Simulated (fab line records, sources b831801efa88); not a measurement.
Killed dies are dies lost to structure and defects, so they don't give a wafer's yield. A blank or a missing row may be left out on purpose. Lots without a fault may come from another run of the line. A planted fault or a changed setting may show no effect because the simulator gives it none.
A struck lot beside a sound one | flow sky130 | 19 steps out of a route of 708
Sound: wafers L724.1, L724.3, L724.4. Struck: wafers L736.1, L736.2, L736.4. The cause comes at the end.
At each step with rows: each side's tool, then ch and its chambers, then its first start. Under that, the readings that differ: sound wafers | struck wafers | difference of the means | sigmas: that difference in standard deviations of wafers without a fault.
alike: readings whose means differ by less than 2 such deviations, and words and numbers that are the same on both sides. not compared: withheld readings, readings that some wafer has no value for, bounds like >300 that may hide the same value, and numbers for which the record gives no deviation and whose values overlap.
The two part at a step that has a row with sigmas, a row that says differs or no value, or rows on one side only. Numbers that don't overlap but have no deviation are shown without sigmas and don't part them. A reading that every wafer of one side lacks parts them only if that side has two wafers or more.

first, 1 step without rows for these wafers: SKY_FIELD_ISO_ANNEAL_26 (time 1800 s).
SKY_FIELD_ISO_CMP_27: polishes, stops on Si3N4, t overpolish 16 s, target thk 457.8 nm.
  sound on cmp-02 ch 0,1,3, day 3 06:33; struck on cmp-01 ch 0,1,2, day 5 22:13
  reading                | sound       | struck      | difference | sigmas
  time_to_endpoint_s (s) | 119 125 117 | 105 106 106 | -15        | -3
  alike: motor_current_A, overpolish_run_s
then, 5 steps without rows for these wafers: SKY_FIELD_ISO_WET_ETCH_28 (etches SiO2 in dHF, target depth 23.7 nm, time 47 s); SKY_FIELD_ISO_WET_ETCH_29 (etches Si3N4 in H3PO4, target depth 160 nm, time 1825 s); SKY_FIELD_ISO_WET_ETCH_30 (etches SiO2 in dHF, target depth 25 nm, time 50 s); SKY_NWELL_CLEAN_00 (cleans in SC1/SC2, time 150 s); SKY_NWELL_OXIDATION_01 (stabilise 600 s, purge 300 s, target thk 10 nm).
SKY_NWELL_THK_MEAS_02:
  sound on film_metro-04, day 3 10:16; struck on film_metro-04, day 6 00:31
  alike: NWELL_OXIDATION_THK
then, 4 steps without rows for these wafers: SKY_DNWELL_DEHYDRATE_00 (time 60 s); SKY_DNWELL_HMDS_01 (prime time 60 s); SKY_DNWELL_COAT_02 (resist thk 3000 nm); SKY_DNWELL_SOFTBAKE_03.
SKY_DNWELL_EXPOSE_04: exposes mask DNM, target cd 3000 nm.
  sound on iline_stepper-02 ch 0, day 3 18:35; struck on iline_stepper-02, day 6 10:17
  no value came back on the struck wafers for exposure_dose_mJ_cm2, focus_offset_nm (nm), stage_vel_mm_s (mm/s); on the sound wafers exposure_dose_mJ_cm2 reads 221.73 221.76 221.83
  alike: mask
then, 3 steps without rows for these wafers: SKY_DNWELL_PEB_05; SKY_DNWELL_DEVELOP_06 (develop time 60 s); SKY_DNWELL_IMPLANT_07.
SKY_DNWELL_STRIP_08: strips in O2/N2.
  sound on plasma_asher-03 ch 0,1, day 4 03:17; struck on plasma_asher-02 ch 0,1, day 6 19:50
  reading                     | sound       | struck      | difference | sigmas
  drypump_motor_current_A (A) | 6.2 6.3 6.0 | 5.2 5.1 5.2 | -1.0       | -2
  alike: oes_product_au, strip_time_to_endpoint_s
  not compared: rf_hours_counter_h
SKY_DNWELL_TW_MEAS_09:
  sound on film_metro-03, day 4 03:23; struck on film_metro-04, day 6 19:56
  reading   | sound          | struck   | difference | sigmas
  DNWELL_TW | 1105 1108 1103 | 30 30 30 | -1075      | -99 or more
then, 1 step without rows for these wafers: SKY_PWDE_DEHYDRATE_00 (time 60 s).

WHERE THEY PART
First at SKY_FIELD_ISO_CMP_27; last, within this record, at SKY_DNWELL_TW_MEAS_09.

WHY: what the simulator had put in
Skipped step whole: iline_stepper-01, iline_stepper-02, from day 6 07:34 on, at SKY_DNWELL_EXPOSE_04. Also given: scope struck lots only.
